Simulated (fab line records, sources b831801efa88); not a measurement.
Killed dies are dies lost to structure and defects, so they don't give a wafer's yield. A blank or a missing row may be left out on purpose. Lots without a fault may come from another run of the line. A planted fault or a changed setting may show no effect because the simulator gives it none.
Split-lot experiment | flow gf180mcu | 5 lots, 23 wafers read, on a route of 602 steps

THE SPLIT
At GF_MVSD_COAT_02 (resist thk 3000 nm), the setting resist_thk_nm was moved away from the recipe's 3000 nm on 9 of the 23 wafers read, by -4.5% to +3.9%. The other wafers ran this setting at the recipe's value.

The reading is taken at the split's own step.

THE READING
coat_of_MVSD_COAT_02.thk_nm (the simulator's own value, which no gauge read), in nm, at GF_MVSD_COAT_02 (resist thk 3000 nm). The file gives no usual value for it. The 14 wafers here that ran the recipe average 2999 nm, standard deviation 14 nm.

wafer  | tool, chamber at the split | resist_thk_nm as run, nm | against the recipe | coat_of_MVSD_COAT_02.thk_nm, nm | against lot-mates on the recipe
L076.1 | litho_track-01, 0          | 2865                     | -4.5%              | 2868                            | -146
L076.2 | litho_track-01, 0          | 3000                     | recipe             | 3016                            | -
L076.3 | litho_track-01, 0          | 2865                     | -4.5%              | 2871                            | -143
L076.4 | litho_track-01, 0          | 3000                     | recipe             | 3012                            | -
L076.5 | litho_track-01, 0          | 2865                     | -4.5%              | 2877                            | -137
L079.2 | litho_track-01, 0          | 3000                     | recipe             | 3014                            | -
L079.3 | litho_track-01, 0          | 3000                     | recipe             | 3001                            | -
L079.6 | litho_track-01, 0          | 3000                     | recipe             | 3016                            | -
L083.2 | litho_track-03, 0          | 3000                     | recipe             | 2993                            | -
L083.3 | litho_track-03, 0          | 3090                     | +3.0%              | 3088                            | +99
L083.4 | litho_track-03, 0          | 3000                     | recipe             | 2986                            | -
L083.5 | litho_track-03, 0          | 3000                     | recipe             | 2989                            | -
L083.6 | litho_track-03, 0          | 3090                     | +3.0%              | 3082                            | +93
L084.1 | litho_track-03, 0          | 3078                     | +2.6%              | 3059                            | +76
L084.2 | litho_track-03, 0          | 3078                     | +2.6%              | 3061                            | +78
L084.3 | litho_track-03, 0          | 3000                     | recipe             | 2978                            | -
L084.5 | litho_track-03, 0          | 3000                     | recipe             | 2986                            | -
L084.6 | litho_track-03, 0          | 3000                     | recipe             | 2984                            | -
L085.1 | litho_track-01, 0          | 3000                     | recipe             | 3012                            | -
L085.2 | litho_track-01, 0          | 3000                     | recipe             | 3012                            | -
L085.3 | litho_track-01, 0          | 3117                     | +3.9%              | 3126                            | +122
L085.4 | litho_track-01, 0          | 3117                     | +3.9%              | 3125                            | +121
L085.5 | litho_track-01, 0          | 3000                     | recipe             | 2989                            | -

THE FIT
A straight line over all 23 wafers: coat_of_MVSD_COAT_02.thk_nm changes by +28.8 nm for each +1% of resist_thk_nm; r = +0.98; the points scatter about the line by 13 nm.
The same after taking each lot's own level away (the mean of its wafers on the recipe; 23 wafers): +31.3 nm for each +1%; r = +1.00; scatter 5.6 nm.
On that fit, the largest move of resist_thk_nm shifts the reading by 1.4e+02 nm.
The lots' own levels span 2982.7 to 3014.0 nm, that is 2.3 times the standard deviation above.
So the lot-to-lot level changes the slope little: the two slopes agree.
Check: with one of the wafers moved furthest among these (-4.5%) left out of the fit, the line predicts -140 nm for it against its lot-mates. It came out at -146 nm against them.

OTHER SPLITS ON THESE WAFERS
These wafers also went through other splits before the reading. Each is held against what the fit with the lots' levels taken away leaves over:
other split on the same wafers   | wafers away from the commonest value | r with coat_of_MVSD_COAT_02.thk_nm (lot level and that fit taken away)
GF_STI_COAT_07 resist_thk_nm     | 8                                    | +0.13
GF_STI_SOFTBAKE_08 temp_c        | 10                                   | +0.01
GF_LVPWELL_COAT_02 resist_thk_nm | 7                                    | +0.17

THE WHOLE CHAIN: every reading that the file lists as answering this split, in the file's order
step             | what it does       | reading                                                                      | change (the file's fit)              | r (the file's)
GF_MVSD_COAT_02  | resist thk 3000 nm | coat_of_MVSD_COAT_02.thk_nm (the simulator's own value, which no gauge read) | +31.2 nm for each +1% of the setting | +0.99
GF_MVSD_STRIP_10 | strips in O2/N2    | strip_time_to_endpoint_s                                                     | withheld for each +1% of the setting | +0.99

THE FILE'S OWN FIT
coat_of_MVSD_COAT_02.thk_nm changes by +31.2 nm for each +1% of resist_thk_nm, r = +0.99.
